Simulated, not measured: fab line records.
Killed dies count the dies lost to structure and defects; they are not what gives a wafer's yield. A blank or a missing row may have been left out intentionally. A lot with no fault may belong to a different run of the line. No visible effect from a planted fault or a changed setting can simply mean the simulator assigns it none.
Which tool did it? | flow gf180mcu | 12 lots with 36 wafers sampled at 5 steps, on a route of 602 steps

== WHAT THE GAUGES SHOWED, per wafer ==
GF_TOP_METAL_OVL_MEAS_15.
lot  | measured     | on         | TOP_METAL_OVL (nm)
L134 | day 28 08:59 | overlay-02 | -2.8 -1.6 -2.3
L135 | day 28 10:30 | overlay-01 | 0.8 0.7 -0.2
L138 | day 29 08:36 | overlay-01 | -3.4 -1.5 -3.4
L139 | day 29 15:24 | overlay-01 | -0.1 -1.4 -2.6
L140 | day 30 03:00 | overlay-02 | 0.3 0.5 -1.9
L142 | day 30 21:42 | overlay-01 | -1.9 -2.9 0.9
L149 | day 32 14:49 | overlay-01 | -3.1 -3.2 -1.6
L150 | day 32 16:20 | overlay-02 | 1.0 0.5 1.6
L152 | day 33 05:33 | overlay-01 | -2.7 -4.1 -3.4
L154 | day 33 12:21 | overlay-02 | 0.4 -1.0 -0.8
L156 | day 33 22:30 | overlay-02 | 2.3 1.6 2.1
L157 | day 34 15:48 | overlay-02 | -2.2 -3.0 -3.1

GF_PASSIVATION_THK_MEAS_03.
lot  | measured     | on            | PASSIVATION_CVD_02_THK (nm)
L134 | day 28 10:11 | film_metro-02 | 700 695 705
L135 | day 28 11:43 | film_metro-01 | 695 706 704
L138 | day 29 10:01 | film_metro-02 | 686 702 713
L139 | day 29 16:46 | film_metro-03 | 703 708 704
L140 | day 30 04:11 | film_metro-02 | 687 696 704
L142 | day 30 23:17 | film_metro-03 | 709 693 715
L149 | day 32 16:01 | film_metro-03 | 690 703 715
L150 | day 32 17:32 | film_metro-03 | 695 1133 681
L152 | day 33 06:45 | film_metro-01 | 700 710 1148
L154 | day 33 14:10 | film_metro-03 | 694 714 706
L156 | day 33 23:42 | film_metro-03 | 706 713 705
L157 | day 34 16:59 | film_metro-03 | 705 701 717

== EACH LOT AND THE TOOL THAT RAN IT (in order: tool; ch and the chambers of the sampled wafers; start) ==
lot  | GF_V5_ETCH_16                      | GF_V5_STRIP_18                       | GF_PASSIVATION_CVD_02
L134 | rie_diel-02 ch 0,1,3, day 27 10:46 | plasma_asher-02 ch 0,1, day 27 10:55 | pecvd-02 ch 0,1,2, day 28 09:54
L135 | rie_diel-02 ch 2,3, day 27 12:25   | plasma_asher-01 ch 0,1, day 27 12:35 | pecvd-02 ch 1,2, day 28 11:25
L138 | rie_diel-04 ch 2,3, day 28 12:16   | plasma_asher-02 ch 0,1, day 28 12:25 | pecvd-03 ch 0,1,2, day 29 09:43
L139 | rie_diel-01 ch 0,2, day 28 17:20   | plasma_asher-01 ch 0,1, day 28 17:31 | pecvd-03 ch 1,2, day 29 16:28
L140 | rie_diel-04 ch 1,2,3, day 29 06:31 | plasma_asher-04 ch 0, day 29 06:40   | pecvd-03 ch 0,2, day 30 03:53
L142 | rie_diel-04 ch 0,1,3, day 30 02:10 | plasma_asher-04 ch 1, day 30 02:19   | pecvd-03 ch 0,1,2, day 30 23:00
L149 | rie_diel-04 ch 0,2,3, day 31 20:04 | plasma_asher-01 ch 0,1, day 31 20:13 | pecvd-03 ch 1,2, day 32 15:42
L150 | rie_diel-04 ch 1,2,3, day 31 21:45 | plasma_asher-01 ch 0,1, day 31 21:54 | pecvd-03 ch 0,1,2, day 32 17:16
L152 | rie_diel-04 ch 0,1,2, day 32 12:55 | plasma_asher-04 ch 0,1, day 32 13:07 | pecvd-03 ch 1,2, day 33 06:26
L154 | rie_diel-04 ch 0,1,3, day 32 19:17 | plasma_asher-01 ch 0,1, day 32 19:26 | pecvd-02 ch 1,2, day 33 13:52
L156 | rie_diel-02 ch 0,1, day 33 05:10   | plasma_asher-02 ch 0,1, day 33 05:22 | pecvd-02 ch 0,1, day 33 23:23
L157 | rie_diel-02 ch 0,1,3, day 33 23:25 | plasma_asher-02 ch 0,1, day 33 23:34 | pecvd-02 ch 0,2, day 34 16:42
- GF_V5_ETCH_16: etches BARC in N2/H2.
- GF_V5_STRIP_18: strips in O2/N2.
- GF_PASSIVATION_CVD_02: deposits Si3N4, target thk 700 nm, time 486.18 s.

== WHAT THE TOOLS THEMSELVES READ (means of the sampled wafers that have a number; where no wafer has one, the mark that the record gives instead) ==
GF_V5_ETCH_16.
lot  | tool        | drypump_motor_current_A (A) | oes_product_au (a.u.) | throttle_valve_pct (%)
L134 | rie_diel-02 | 5.7                         | 0.851                 | 13.226
L135 | rie_diel-02 | 5.9                         | 0.854                 | 13.232
L138 | rie_diel-04 | 5.8                         | 0.850                 | 13.226
L139 | rie_diel-01 | 5.8                         | 0.852                 | 13.217
L140 | rie_diel-04 | 6.0                         | 0.853                 | 13.231
L142 | rie_diel-04 | 5.9                         | 0.852                 | 13.219
L149 | rie_diel-04 | 5.7                         | 0.855                 | 13.225
L150 | rie_diel-04 | 6.0                         | 0.854                 | 13.224
L152 | rie_diel-04 | 5.9                         | 0.854                 | 13.225
L154 | rie_diel-04 | 5.9                         | 0.849                 | 13.217
L156 | rie_diel-02 | 5.6                         | 0.859                 | 13.229
L157 | rie_diel-02 | 5.7                         | 0.855                 | 13.226

GF_V5_STRIP_18.
lot  | tool            | drypump_motor_current_A (A) | heater_power_w (W) | oes_product_au (a.u.)
L134 | plasma_asher-02 | 6.4                         | 346                | 0.567
L135 | plasma_asher-01 | 6.1                         | 355                | 0.567
L138 | plasma_asher-02 | 6.4                         | 338                | 0.561
L139 | plasma_asher-01 | 6.1                         | 358                | 0.570
L140 | plasma_asher-04 | 5.7                         | 334                | 0.568
L142 | plasma_asher-04 | 5.1                         | 344                | 0.564
L149 | plasma_asher-01 | 6.0                         | 345                | 0.568
L150 | plasma_asher-01 | 6.1                         | 347                | 0.562
L152 | plasma_asher-04 | 5.3                         | 330                | 0.565
L154 | plasma_asher-01 | 6.1                         | 357                | 0.568
L156 | plasma_asher-02 | 6.4                         | 342                | 0.572
L157 | plasma_asher-02 | 6.4                         | 348                | 0.564

GF_PASSIVATION_CVD_02.
lot  | tool     | heater_power_w (W)
L134 | pecvd-02 | 773
L135 | pecvd-02 | 752
L138 | pecvd-03 | 711
L139 | pecvd-03 | 857
L140 | pecvd-03 | 665
L142 | pecvd-03 | 723
L149 | pecvd-03 | 750
L150 | pecvd-03 | 732
L152 | pecvd-03 | 797
L154 | pecvd-02 | 670
L156 | pecvd-02 | 730
L157 | pecvd-02 | 650

== THE ANSWER, worked out from the rows above alone ==
Rule: usual is defined by the lots themselves. Put in order of their means at a reading, lots are off if they are a third of the lots or fewer, leave a main group of 4 or more, and stand apart from it by a gap of 3 or more times the standard deviation of the main group's means; of several such gaps the widest counts. A main group is skipped when, at the precision printed for the reading in the tables above, its means are all equal. Also off: a lot with no number at a reading for which 4 or more lots have one. All remaining lots with rows at the step are treated as sound. After the gauges, taken in route order, come the tools' own readings; for these a lot's mean is taken, as printed above. At the first step where some lot is off, the reading lying furthest off is the one used; lots without a number count as furthest.
Off: L150, L152, seen at GF_PASSIVATION_THK_MEAS_03 (PASSIVATION_CVD_02_THK). For the main group the mean is 703 nm and the standard deviation 3.6.
If a tool, at a process step before that reading, ran all the lots that are off and no sound lot after the first of them, it fits. Gauges at GF_PASSIVATION_THK_MEAS_03: tried the same way as those tools. One candidate fits, namely pecvd-03 at GF_PASSIVATION_CVD_02. Its last sound lot is L149 (day 32 15:42), its first lot that is off L150 (day 32 17:16): a fault that began between those two fits.

== WHAT WAS PUT IN BY THE SIMULATOR ==
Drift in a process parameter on pecvd-03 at GF_PASSIVATION_CVD_02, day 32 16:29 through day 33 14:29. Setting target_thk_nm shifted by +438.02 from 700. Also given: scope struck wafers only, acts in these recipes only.
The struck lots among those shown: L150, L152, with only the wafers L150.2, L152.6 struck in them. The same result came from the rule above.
